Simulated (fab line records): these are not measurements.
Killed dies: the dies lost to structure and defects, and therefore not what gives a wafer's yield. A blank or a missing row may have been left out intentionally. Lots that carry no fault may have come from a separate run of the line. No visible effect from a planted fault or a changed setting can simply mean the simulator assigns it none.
Matching of chambers	flow sky130	SKY_CONTACT_CMP_27 on cmp-01 has 4 sister chambers
The step polishes, stops on SiO2, t overpolish 15 s, target thk 0 nm. 8 wafers are shown with their chamber, then 7 later ones without.

EACH WAFER AND ITS CHAMBER
wafer	chamber	timeToEndpointS (s)	motorCurrentA (A)
L525.4	1	74	10.8
L529.1	2	87	12.0
L529.2	3	89	10.2
L534.1	1	70	10.5
L534.3	3	87	10.9
L534.4	0	74	11.3
L537.1	0	79	11.4
L537.2	2	84	11.0

WAFERS WHOSE CHAMBER IS MISSING
wafer	timeToEndpointS (s)	motorCurrentA (A)
L537.4	72	11.0
L541.1	86	11.5
L541.4	88	10.5
L541.5	76	10.2
L545.2	89	10.3
L545.4	86	11.5
L545.5	88	10.4

WHICH CHAMBER EACH ONE RAN IN
wafer	from the rows above	in truth
L537.4	can't be placed: 1 or 0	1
L541.1	2	2
L541.4	3	3
L541.5	can't be placed: 1 or 0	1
L545.2	3	3
L545.4	2	2
L545.5	3	3
Placed correctly: 5 of 7. Cannot be placed on the basis of these rows: 2; the candidates contain the true chamber in 2. Number placed wrongly: 0.
How it was worked out, from the rows above alone: a wafer's distance from a chamber is the root of the sum, over the readings, of the square of ((its reading less the chamber's mean) divided by the reading's scatter). If the next closest chamber is less than 2 further off than the closest, the wafer can't be placed; otherwise it belongs to the closest. The mean given for a chamber averages the wafers shown for that chamber. How the scatter is found: for the shown wafers, subtract from each reading the mean of its chamber, square and add these, divide the total by (wafers less chambers), then take the root.
